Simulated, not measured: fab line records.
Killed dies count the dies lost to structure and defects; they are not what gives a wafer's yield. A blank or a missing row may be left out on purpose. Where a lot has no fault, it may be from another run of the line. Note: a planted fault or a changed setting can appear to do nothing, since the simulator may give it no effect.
Which of the tools did it? + flow sky130 + 36 wafers from 12 lots sampled at 4 of the route's 708 steps

== WHAT THE GAUGES READ, wafer by wafer ==
SKY_CAPM_THK_MEAS_01.
| lot  | measured     | on            | CAPM_CVD_00_THK (nm) |
|------|--------------|---------------|----------------------|
| L588 | day 36 05:22 | film_metro-01 | 15.06 15.40 15.48    |
| L590 | day 36 23:01 | film_metro-01 | 15.07 15.27 15.24    |
| L591 | day 37 06:13 | film_metro-02 | 15.46 15.47 15.65    |
| L592 | day 37 14:46 | film_metro-01 | 15.29 15.03 15.13    |
| L595 | day 39 09:14 | film_metro-03 | 15.39 15.52 15.68    |
| L596 | day 40 01:15 | film_metro-03 | 15.47 15.66 15.42    |
| L598 | day 40 10:29 | film_metro-02 | 15.28 15.58 15.45    |
| L602 | day 41 05:37 | film_metro-01 | 15.41 15.56 15.39    |
| L604 | day 41 15:08 | film_metro-03 | 15.07 15.35 15.46    |
| L607 | day 42 18:10 | film_metro-03 | 15.56 15.28 15.64    |
| L608 | day 42 20:26 | film_metro-01 | 15.19 15.16 15.50    |
| L610 | day 43 01:22 | film_metro-01 | 15.49 15.54 15.72    |

SKY_VIA3_THK_MEAS_01.
| lot  | measured     | on            | VIA3_HDPCVD_THK (nm) |
|------|--------------|---------------|----------------------|
| L588 | day 38 09:49 | film_metro-04 | 1681 1641 1674       |
| L590 | day 39 04:02 | film_metro-03 | 1626 1629 1650       |
| L591 | day 39 10:19 | film_metro-04 | 1651 1623 1609       |
| L592 | day 39 19:34 | film_metro-04 | 1602 1600 1614       |
| L595 | day 41 12:08 | film_metro-02 | 1646 1628 1624       |
| L596 | day 42 02:33 | film_metro-02 | 1663 1645 1632       |
| L598 | day 42 11:43 | film_metro-03 | 1656 1650 1668       |
| L602 | day 43 06:34 | film_metro-02 | 1650 1640 1615       |
| L604 | day 43 17:25 | film_metro-02 | 1636 1628 1658       |
| L607 | day 44 16:59 | film_metro-02 | 1632 1641 1643       |
| L608 | day 44 18:45 | film_metro-04 | 1640 1633 1637       |
| L610 | day 45 00:16 | film_metro-02 | 1603 1659 1623       |

== TOOL THAT RAN EACH LOT (tool first, then ch and the chambers of the sampled wafers, then the start) ==
| lot  | SKY_METAL3_SPUTTER_02        | SKY_METAL3_ETCH_17                 |
|------|------------------------------|------------------------------------|
| L588 | pvd_sputter-02, day 36 05:14 | rie_diel-04 ch 1,3, day 38 08:51   |
| L590 | pvd_sputter-02, day 36 22:53 | rie_diel-03 ch 1,3, day 39 03:05   |
| L591 | pvd_sputter-02, day 37 06:05 | rie_diel-02 ch 1,3, day 39 09:22   |
| L592 | pvd_sputter-01, day 37 14:38 | rie_diel-02 ch 0,1,3, day 39 18:37 |
| L595 | pvd_sputter-01, day 39 09:06 | rie_diel-02 ch 0,1,2, day 41 11:10 |
| L596 | pvd_sputter-01, day 40 01:07 | rie_diel-04 ch 0,1,2, day 42 01:34 |
| L598 | pvd_sputter-02, day 40 10:21 | rie_diel-04 ch 0,1,3, day 42 10:19 |
| L602 | pvd_sputter-01, day 41 05:29 | rie_diel-04 ch 0,1,3, day 43 05:37 |
| L604 | pvd_sputter-04, day 41 15:01 | rie_diel-03 ch 2,3, day 43 16:26   |
| L607 | pvd_sputter-02, day 42 18:02 | rie_diel-03 ch 1,2,3, day 44 16:01 |
| L608 | pvd_sputter-02, day 42 20:17 | rie_diel-03 ch 0,1, day 44 17:37   |
| L610 | pvd_sputter-02, day 43 01:14 | rie_diel-02 ch 1,3, day 44 23:17   |
- SKY_METAL3_SPUTTER_02: material AlCu, target thk 735 nm, time 39.1 s.
- SKY_METAL3_ETCH_17: etches SiO2 in C4F8/O2/Ar, stops on TiN, time 3.9 s, target depth 15 nm.

== AS READ BY THE TOOLS THEMSELVES (means over the sampled wafers that have a number; for cases with no such wafer, the mark the record gives instead) ==
SKY_METAL3_SPUTTER_02.
| lot  | tool           | throttle_valve_pct (%) |
|------|----------------|------------------------|
| L588 | pvd_sputter-02 | 29.0                   |
| L590 | pvd_sputter-02 | 29.7                   |
| L591 | pvd_sputter-02 | 28.4                   |
| L592 | pvd_sputter-01 | 29.6                   |
| L595 | pvd_sputter-01 | 29.7                   |
| L596 | pvd_sputter-01 | 29.5                   |
| L598 | pvd_sputter-02 | 29.5                   |
| L602 | pvd_sputter-01 | 29.4                   |
| L604 | pvd_sputter-04 | 29.8                   |
| L607 | pvd_sputter-02 | 29.1                   |
| L608 | pvd_sputter-02 | 29.9                   |
| L610 | pvd_sputter-02 | 28.6                   |

SKY_METAL3_ETCH_17.
| lot  | tool        | bias_w (W) | oes_product_au (a.u.) |
|------|-------------|------------|-----------------------|
| L588 | rie_diel-04 | 1199       | 0.745                 |
| L590 | rie_diel-03 | 1199       | 0.747                 |
| L591 | rie_diel-02 | 1203       | 0.756                 |
| L592 | rie_diel-02 | 1198       | 0.746                 |
| L595 | rie_diel-02 | 1186       | 0.753                 |
| L596 | rie_diel-04 | 1201       | 0.755                 |
| L598 | rie_diel-04 | 1204       | 0.749                 |
| L602 | rie_diel-04 | 1199       | 0.751                 |
| L604 | rie_diel-03 | 1203       | 0.749                 |
| L607 | rie_diel-03 | 1200       | 0.755                 |
| L608 | rie_diel-03 | 1195       | 0.750                 |
| L610 | rie_diel-02 | 1200       | 0.756                 |

== THE ANSWER, worked out from the rows above alone ==
Rule: the usual values come from the lots themselves. The widest of any qualifying gaps counts: lots, ordered by their means at a reading, are off when they make up no more than a third of the lots, leave a main group of 4 or more, and stand apart from it by 3 or more times the standard deviation of that group's means. A main group whose means are all the same, to the digits that the tables above print for the reading, isn't used. A lot without any number at a reading at which 4 lots or more have one is off too. All remaining lots with rows at the step are treated as sound. First the gauges in route order, then the tools' own readings, where a lot's mean is used as printed above. At the first step where some lot is off, the reading lying furthest off is the one used; lots without a number count as furthest.
Off, at SKY_METAL3_ETCH_17 on bias_w: L595. Mean 1200 W and standard deviation 2.5 in the main group.
A tool fits if, at that step or a process step before it, it ran every lot that is off, and no sound lot after the first of them. None of those tried fits.

== WHAT THE SIMULATOR HAD PUT IN ==
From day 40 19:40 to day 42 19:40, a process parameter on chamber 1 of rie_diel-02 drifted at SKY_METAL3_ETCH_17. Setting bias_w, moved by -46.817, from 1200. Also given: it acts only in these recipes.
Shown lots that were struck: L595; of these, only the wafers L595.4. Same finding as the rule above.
